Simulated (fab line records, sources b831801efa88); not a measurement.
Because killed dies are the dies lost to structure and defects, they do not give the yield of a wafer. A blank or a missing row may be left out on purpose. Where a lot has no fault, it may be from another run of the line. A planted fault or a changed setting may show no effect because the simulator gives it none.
A struck lot beside a sound one -- flow gf180mcu -- 18 out of 602 route steps
Sound: these wafers, L588.2, L588.3, L588.5. Struck: wafer L582.3. (L582.1, L582.5 of the same lot were not struck and are left out.) The cause comes at the end.
Each step with rows lists, per side, the tool, then ch with its chambers, then its first start. Under that, the readings that differ: sound wafers -- struck wafers -- difference of the means -- sigmas: that difference in standard deviations of wafers without a fault.
alike: readings with means less than 2 such deviations apart, plus words and numbers identical on both sides. not compared: withheld readings, readings lacking a value on some wafer, bounds such as >300 that could conceal the same value, and numbers that have no deviation in the record and whose values overlap.
The two part at a step that has a row with sigmas, a row that says differs or no value, or rows on one side only. Non-overlapping numbers with no deviation appear without sigmas and do not part them. A reading missing from all wafers of one side parts the sides only when that side holds two or more wafers.

first, 3 steps without rows for these wafers: GF_V2_EXPOSE_11 (exposes mask Via2, target cd 260 nm); GF_V2_PEB_12 (peb time 90 s); GF_V2_DEVELOP_13 (develop time 60 s).
GF_V2_CD_MEAS_14: target cd 260 nm.
  sound on cd sem-02 at day 24 19:12; struck on cd sem-02 at day 22 17:30
  alike: cd nm
GF_V2_OVL_MEAS_15:
  sound on overlay-02 at day 24 19:19; struck on overlay-01 at day 22 17:37
  alike: V2_OVL
GF_V2_ETCH_16: etches BARC in N2/H2.
  sound on rie diel-04 ch 0,3, day 24 19:20; struck on rie diel-01 ch 1, day 22 17:40
  alike: drypump motor current A, oes product au, throttle valve pct
GF_V2_ETCH_17: etches SiO2 in C4F8/O2/Ar, stops on TiN, target depth 630 nm.
  sound on rie diel-04 ch 0,3; struck on rie diel-01 ch 1
  alike: oes product au
GF_V2_STRIP_18: strips in O2/N2.
  sound on plasma asher-04 ch 0, day 24 19:28; struck on plasma asher-03 ch 0, day 22 17:47
reading,sound,struck,difference,sigmas
drypump motor current A (A),5.4 5.4 5.4,6.5,+1.1,+2
heater power w (W),277 286 288,383,+99,+2
  alike: oes product au
  not compared: rf hours counter h
then, 2 steps without rows for these wafers: GF_V2_STRIP_19 (strips in post etch residue remover, time 1200 s); GF_V2_CLEAN_20 (cleans in DIW).
GF_V2_SPUTTER_21: material Ti, target thk 15 nm, time 80.02 s.
  sound on pvd sputter-04 at day 24 20:05; struck on pvd sputter-02 at day 22 18:19
  alike: throttle valve pct
then, 1 step without rows for these wafers: GF_V2_SPUTTER_22 (material TiN, target thk 10 nm, time 40 s).
GF_V2_CVD_23: deposits W, target thk 350 nm, time 104.94 s.
  sound on cvd w-02 ch 1, day 24 20:11; struck on cvd w-02 ch 1, day 22 18:25
reading,sound,struck,difference,sigmas
model.W_of_V2_CVD_23.thk nm (nm),353.6 349.5 354,476.1,+123.7,
  alike: heater power w
GF_V2_RS_MEAS_24: measurement is done with a four-point probe.
  sound on film metro-04 at day 24 20:19; struck on film metro-04 at day 22 18:32
reading,sound,struck,difference,sigmas
V2_W_RS (ohm/sq),0.323 0.328 0.323,0.240,-0.085,-26
GF_V2_THK_MEAS_25: measures by xrf.
  sound on film metro-04 at day 24 20:25; struck on film metro-04 at day 22 18:39
reading,sound,struck,difference,sigmas
V2_W_THK (nm),352 351 353,488,+136,+31
GF_V2_CMP_26: polishes, stops on SiO2, t overpolish 15 s, target thk 0 nm.
  sound on cmp-01 ch 0,2,3, day 24 20:56; struck on cmp-01 ch 1, day 22 18:43
reading,sound,struck,difference,sigmas
time to endpoint s (s),81 91 82,116,+31,+9
  alike: motor current A, slurry filter dp kPa, slurry flow ml min
GF_M3_SPUTTER_00: material Ti, target thk 37.5 nm, time 150 s.
  sound on pvd sputter-02 at day 24 21:14; struck on pvd sputter-01 at day 22 19:01
  alike: throttle valve pct
-- the record jumps here: 8 days lie between the struck wafers' starts before and after (it left off in module M3 and takes up again in module PASSIVATION, whose first step shown is number 602 of the route) --
GF_PASSIVATION_PROBE_99:
  only the struck wafers here have rows in the record (prober-02, day 30 22:48); the sound ones have none

## WHERE THEY PART
At GF_V2_STRIP_18 first; at GF_PASSIVATION_PROBE_99 last (within this record only).

WHY: the cause the simulator had injected
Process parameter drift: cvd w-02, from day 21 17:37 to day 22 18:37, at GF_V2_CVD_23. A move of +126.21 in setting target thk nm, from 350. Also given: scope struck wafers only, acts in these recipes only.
